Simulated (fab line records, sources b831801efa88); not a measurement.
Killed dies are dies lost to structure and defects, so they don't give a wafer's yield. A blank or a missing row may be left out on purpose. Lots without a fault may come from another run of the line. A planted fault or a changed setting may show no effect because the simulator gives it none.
Which tool did it? | flow gf180mcu | 13 lots, 39 wafers sampled, at 5 steps of a route of 602

WHAT THE GAUGES READ, wafer by wafer
GF_LVPWELL_TW_MEAS_11. Usual: LVPWELL_TW 561.1, standard deviation 2.9.
lot  | measured    | on            | LVPWELL_TW        | flag
L753 | day 3 21:22 | film_metro-02 | 556.6 557.1 557.4 |
L755 | day 4 07:16 | film_metro-03 | 559.7 561.4 559.5 |
L757 | day 4 19:11 | film_metro-02 | 557.1 560.8 556.2 |
L761 | day 5 20:28 | film_metro-02 | 559.4 558.4 556.2 |
L763 | day 6 11:08 | film_metro-02 | 561.5 565.3 560.4 |
L765 | day 6 18:22 | film_metro-02 | 561.4 565.7 561.5 |
L767 | day 7 02:55 | film_metro-04 | 107.0 109.4 106.5 | OFF
L768 | day 7 09:41 | film_metro-02 | 559.1 560.5 558.2 |
L771 | day 8 01:19 | film_metro-04 | 558.1 558.2 561.2 |
L772 | day 8 08:49 | film_metro-04 | 558.2 560.0 558.1 |
L773 | day 8 14:44 | film_metro-02 | 563.9 563.8 567.5 |
L774 | day 8 22:58 | film_metro-02 | 561.8 563.7 562.2 |
L776 | day 9 07:10 | film_metro-04 | 564.3 564.9 563.3 |

GF_DUAL_GATE_THK_MEAS_03. Usual: DUAL_GATE_OXIDATION_00_THK 10.75 nm, standard deviation 0.21.
lot  | measured     | on            | DUAL_GATE_OXIDATION_00_THK (nm) | flag
L753 | day 7 15:26  | film_metro-02 | 11.16 11.15 11.03               |
L755 | day 8 04:58  | film_metro-02 | 10.51 10.60 10.64               |
L757 | day 8 16:22  | film_metro-01 | 10.52 10.51 10.59               |
L761 | day 9 22:56  | film_metro-02 | 10.52 10.67 10.71               |
L763 | day 10 18:06 | film_metro-02 | 11.18 11.29 11.03               |
L765 | day 11 00:40 | film_metro-02 | 10.74 10.65 10.76               |
L767 | day 11 11:17 | film_metro-01 | 10.28 10.51 10.71               |
L768 | day 11 21:32 | film_metro-01 | 10.70 10.58 10.80               |
L771 | day 12 14:57 | film_metro-02 | 10.69 10.71 10.60               |
L772 | day 13 00:55 | film_metro-02 | 10.59 10.79 11.01               |
L773 | day 13 07:40 | film_metro-01 | 10.97 10.95 10.83               |
L774 | day 13 15:34 | film_metro-03 | 10.61 10.60 10.59               |
L776 | day 14 02:22 | film_metro-01 | 10.73 10.68 10.85               |

GF_POLY_GATE_OVL_MEAS_11. Usual: POLY_GATE_OVL -2 nm, standard deviation 4.5.
lot  | measured     | on         | POLY_GATE_OVL (nm) | flag
L753 | day 9 05:00  | overlay-01 | -2 0 3             |
L755 | day 9 18:17  | overlay-02 | 1 -3 -4            |
L757 | day 10 06:32 | overlay-02 | 1 -4 -2            |
L761 | day 11 15:40 | overlay-02 | 7 6 2              |
L763 | day 12 10:31 | overlay-01 | -4 -5 -5           |
L765 | day 12 17:14 | overlay-01 | 0 -9 -3            |
L767 | day 13 06:52 | overlay-01 | -4 -1 -1           |
L768 | day 13 15:42 | overlay-02 | -2 -5 -3           |
L771 | day 14 10:34 | overlay-01 | -12 -9 -15         |
L772 | day 14 22:07 | overlay-01 | -2 5 4             |
L773 | day 15 05:40 | overlay-01 | -9 -1 4            |
L774 | day 15 12:26 | overlay-01 | 4 5 1              |
L776 | day 16 00:25 | overlay-01 | -1 -4 -1           |

WHICH TOOL RAN EACH LOT (tool, then ch and the chambers of the sampled wafers, then the start)
lot  | GF_NWELL_STRIP_10                   | GF_LVPWELL_STRIP_10
L753 | plasma_asher-04 ch 0,1, day 3 08:47 | plasma_asher-03 ch 0,1, day 3 21:16
L755 | plasma_asher-04 ch 0,1, day 3 17:58 | plasma_asher-01 ch 0,1, day 4 07:10
L757 | plasma_asher-02 ch 0,1, day 4 05:20 | plasma_asher-03 ch 0,1, day 4 19:05
L761 | plasma_asher-04 ch 0, day 5 04:59   | plasma_asher-04 ch 0,1, day 5 20:22
L763 | plasma_asher-02 ch 0,1, day 5 19:07 | plasma_asher-03 ch 0,1, day 6 11:02
L765 | plasma_asher-04 ch 0,1, day 6 02:50 | plasma_asher-03 ch 0,1, day 6 18:16
L767 | plasma_asher-04 ch 1, day 6 11:50   | plasma_asher-04 ch 1, day 7 02:49
L768 | plasma_asher-03 ch 0,1, day 6 18:50 | plasma_asher-03 ch 0,1, day 7 09:35
L771 | plasma_asher-03 ch 0,1, day 7 09:08 | plasma_asher-04 ch 0,1, day 8 01:13
L772 | plasma_asher-02 ch 0,1, day 7 16:29 | plasma_asher-03 ch 0,1, day 8 08:43
L773 | plasma_asher-02 ch 1, day 7 21:32   | plasma_asher-01 ch 0,1, day 8 14:38
L774 | plasma_asher-02 ch 0,1, day 8 06:19 | plasma_asher-04 ch 0,1, day 8 22:52
L776 | plasma_asher-04 ch 0,1, day 8 14:04 | plasma_asher-01 ch 0,1, day 9 07:04
- GF_NWELL_STRIP_10: strips in O2/N2.
- GF_LVPWELL_STRIP_10: strips in O2/N2.

WHAT THE TOOLS THEMSELVES READ (means of the sampled wafers that have a number; where no wafer has one, the mark that the record gives instead)
GF_NWELL_STRIP_10. Usual: drypump_motor_current_A 5.79 A, standard deviation 0.21; heater_power_w 330 W, standard deviation 15; n2_flow_sccm 299.8 sccm, standard deviation 0.91; oes_product_au 0.723 a.u., standard deviation 0.0046; strip_time_to_endpoint_s 36.96 s, standard deviation 0.096.
lot  | tool            | drypump_motor_current_A (A) | heater_power_w (W) | n2_flow_sccm (sccm) | oes_product_au (a.u.) | strip_time_to_endpoint_s (s) | flag
L753 | plasma_asher-04 | 5.62                        | 332                | 300.1               | 0.718                 | 36.99                        |
L755 | plasma_asher-04 | 5.68                        | 326                | 300.4               | 0.727                 | 37.16                        |
L757 | plasma_asher-02 | 5.75                        | 332                | 299.9               | 0.728                 | 36.96                        |
L761 | plasma_asher-04 | 5.69                        | 322                | 300.5               | 0.721                 | 36.95                        |
L763 | plasma_asher-02 | 5.77                        | 331                | 300.0               | 0.723                 | 37.08                        |
L765 | plasma_asher-04 | 5.64                        | 333                | 299.4               | 0.721                 | 36.96                        |
L767 | plasma_asher-04 | 5.60                        | 343                | 299.5               | 0.953                 | -                            | OFF
L768 | plasma_asher-03 | 5.94                        | 330                | 299.2               | 0.725                 | 36.92                        |
L771 | plasma_asher-03 | 6.05                        | 329                | 300.7               | 0.722                 | 36.85                        |
L772 | plasma_asher-02 | 5.90                        | 324                | 299.1               | 0.725                 | 37.04                        |
L773 | plasma_asher-02 | 6.07                        | 312                | 299.5               | 0.725                 | 36.97                        |
L774 | plasma_asher-02 | 5.75                        | 331                | 299.6               | 0.722                 | 36.96                        |
L776 | plasma_asher-04 | 5.66                        | 322                | 300.3               | 0.727                 | 37.06                        |

GF_LVPWELL_STRIP_10. Usual: drypump_motor_current_A 5.84 A, standard deviation 0.21; heater_power_w 332 W, standard deviation 17; n2_flow_sccm 300.0 sccm, standard deviation 0.88; oes_product_au 0.723 a.u., standard deviation 0.0046; strip_time_to_endpoint_s 36.91 s, standard deviation 0.096.
lot  | tool            | drypump_motor_current_A (A) | heater_power_w (W) | n2_flow_sccm (sccm) | oes_product_au (a.u.) | strip_time_to_endpoint_s (s) | flag
L753 | plasma_asher-03 | 6.01                        | 331                | 299.6               | 0.723                 | 36.94                        |
L755 | plasma_asher-01 | 5.94                        | 354                | 299.8               | 0.724                 | 36.94                        |
L757 | plasma_asher-03 | 5.93                        | 326                | 301.0               | 0.721                 | 36.88                        |
L761 | plasma_asher-04 | 5.67                        | 327                | 300.6               | 0.718                 | 36.95                        |
L763 | plasma_asher-03 | 6.01                        | 332                | 299.4               | 0.725                 | 36.85                        |
L765 | plasma_asher-03 | 5.95                        | 330                | 300.4               | 0.719                 | 36.86                        |
L767 | plasma_asher-04 | 5.61                        | 341                | 299.7               | 0.726                 | 48.78                        | OFF
L768 | plasma_asher-03 | 6.09                        | 334                | 299.0               | 0.724                 | 36.90                        |
L771 | plasma_asher-04 | 5.64                        | 337                | 300.6               | 0.725                 | 37.00                        |
L772 | plasma_asher-03 | 5.93                        | 329                | 301.1               | 0.722                 | 37.00                        |
L773 | plasma_asher-01 | 5.94                        | 348                | 300.5               | 0.727                 | 36.90                        |
L774 | plasma_asher-04 | 5.67                        | 326                | 300.0               | 0.723                 | 36.74                        |
L776 | plasma_asher-01 | 5.95                        | 351                | 299.8               | 0.722                 | 36.91                        |

THE ANSWER, worked out from the rows above alone
Rule: a lot is off if the mean of its wafers that have a number lies more than 3 standard deviations from the usual mean. A lot without any number at a reading at which 4 lots or more have one is off too. The other lots that the step has rows for count as sound. The gauges are gone through in route order, then the tools' own readings, and for those a lot's mean is taken as printed above. The first step at which some lot is off is used, and at that step the reading that is off furthest; a lot without a number counts as furthest.
Off: L767, at GF_LVPWELL_TW_MEAS_11 (LVPWELL_TW).
A tool fits if, at a process step before that reading, it ran every lot that is off, and no sound lot after the first of them. The gauges at GF_LVPWELL_TW_MEAS_11 aren't tried: what is off there is off at GF_NWELL_STRIP_10 too, on other tools, and a gauge's error can't cause that. None of those tried fits.

WHAT THE SIMULATOR HAD PUT IN
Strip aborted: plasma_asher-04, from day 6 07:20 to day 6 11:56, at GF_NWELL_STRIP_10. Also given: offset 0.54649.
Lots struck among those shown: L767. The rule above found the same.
